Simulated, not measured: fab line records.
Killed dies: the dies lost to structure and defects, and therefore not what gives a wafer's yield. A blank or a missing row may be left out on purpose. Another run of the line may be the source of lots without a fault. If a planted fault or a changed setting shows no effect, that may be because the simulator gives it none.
A lot that was struck, set against a sound lot | flow sky130 | 16 steps out of a route of 708
Sound: the wafers L188.2, L188.3, L188.4. Struck: wafer L203.1 (left out: L203.3, a lot-mate that was not struck); the cause follows at the end.
At each step with rows: each side's tool, then ch and its chambers, then its first start. Under that, the readings that differ: sound wafers | struck wafers | difference of the means | sigmas: that difference in standard deviations of wafers without a fault.
alike: a reading whose means differ by less than 2 such deviations, as well as words and numbers matching on both sides. not compared: withheld readings; readings where some wafer has no value; bounds like >300 that might hide an equal value; numbers whose values overlap and for which the record gives no deviation.
The two part at a step that has a row with sigmas, a row that says differs or no value, or rows on one side only. Non-overlapping numbers with no deviation appear without sigmas and do not part them. Lack of a reading on every wafer of one side parts them only where that side has two or more wafers.

SKY_CAP2M_THK_MEAS_01:
  sound on film_metro-01, day 42 09:12; struck on film_metro-02, day 45 17:29
  alike: CAP2M_CVD_00_THK
SKY_CAP2M_SPUTTER_02: material TiN, target thk 200 nm, time 166.7 s.
  sound on pvd_sputter-03, day 42 09:15; struck on pvd_sputter-04, day 45 17:33
  alike: throttle_valve_pct
SKY_CAP2M_RS_MEAS_03: a four-point-probe measurement.
  sound on film_metro-02, day 42 09:23; struck on film_metro-01, day 45 17:40
  alike: CAP2M_TIN_RS
SKY_CAP2M_THK_MEAS_04: measures by xrf.
  sound on film_metro-02, day 42 09:29; struck on film_metro-01, day 45 17:47
  alike: CAP2M_TIN_THK
then, 7 steps without rows for these wafers: SKY_CAP2M_DEHYDRATE_05 (time 60 s); SKY_CAP2M_HMDS_06 (prime time 60 s); SKY_CAP2M_COAT_07 (resist thk 1140 nm); SKY_CAP2M_SOFTBAKE_08 (time 60 s); SKY_CAP2M_EXPOSE_09 (exposes mask CAP2M, target cd 1000 nm); SKY_CAP2M_PEB_10; SKY_CAP2M_DEVELOP_11 (develop time 60 s).
SKY_CAP2M_OVL_MEAS_12:
  sound on overlay-01, day 43 08:19; struck on overlay-01, day 46 14:25
  alike: CAP2M_OVL
SKY_CAP2M_METAL_ETCH_13: etches TiN in Cl2/BCl3, stops on SiO2, target depth 220 nm, time 62.9 s.
  sound on rie_metal-04 ch 0,1, day 43 08:21; struck on rie_metal-04 ch 0, day 46 14:28
  reading                                    | sound             | struck | difference | sigmas
  oes_product_au (a.u.)                      | 0.937 0.938 0.935 | 0.919  | -0.018     | -3
  model.NOVOLAK_of_CAP2M_COAT_07.thk_nm (nm) | 996.8 994.4 990.9 | 1009   | +15        |
  model.etch.depth_nm (nm)                   | 199 198.8 198.7   | 191.4  | -7.4       |
  model.CAP2M.feature_depth_nm (nm)          | 199 198.8 198.7   | 191.4  | -7.4       |
  alike: drypump_motor_current_A, throttle_valve_pct
  not compared: rf_hours_counter_h
SKY_CAP2M_STRIP_14: strips in O2/N2.
  sound on plasma_asher-03 ch 0,1, day 43 08:26; struck on plasma_asher-03 ch 0, day 46 14:32
  reading                      | sound             | struck | difference | sigmas
  strip_time_to_endpoint_s (s) | 12.70 12.65 12.63 | 12.77  | +0.11      | +2
  alike: drypump_motor_current_A, oes_product_au
  not compared: rf_hours_counter_h
then, 1 step without rows for these wafers: SKY_CAP2M_STRIP_15 (strips in post etch residue remover, time 1200 s).
-- the record jumps here: 4 days lie between the struck wafers' starts before and after (it left off in module CAP2M and takes up again in module PAD_OPEN, whose first step shown is number 708 of the route) --
SKY_PAD_OPEN_PROBE_99:
  sound on prober-01, day 48 02:08; struck on prober-02, day 50 17:57
  reading                  | sound          | struck                   | difference                   | sigmas
  hold                     | - - -          | await_dispo/4.9h/release | no value on the sound wafers |
  defect_limited_yield (%) | 86.2 83.3 82.3 | 8.5                      | -75.4                        | -38
  killed_at_M0_to_M3       | 38 42 40       | 54                       | +14                          | +2
  killed_at_other          | 1 0 0          | 345                      | +345                         | +99 or more
  killed_dies              | 68 82 87       | 450                      | +371                         | +38
  killed_on_rim            | 11 16 26       | 70                       | +52                          | +13
  killed_open              | 35 34 42       | 62                       | +25                          | +4
  alike: killed_at_M4_up, killed_at_contacts, killed_at_front_end, killed_short

## WHERE THEY PART
First at SKY_CAP2M_METAL_ETCH_13; last, within this record, at SKY_PAD_OPEN_PROBE_99.

WHY: what had been put in by the simulator
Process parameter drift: rie_metal-04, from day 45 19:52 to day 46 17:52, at SKY_CAP2M_METAL_ETCH_13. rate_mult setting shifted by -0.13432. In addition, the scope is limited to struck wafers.
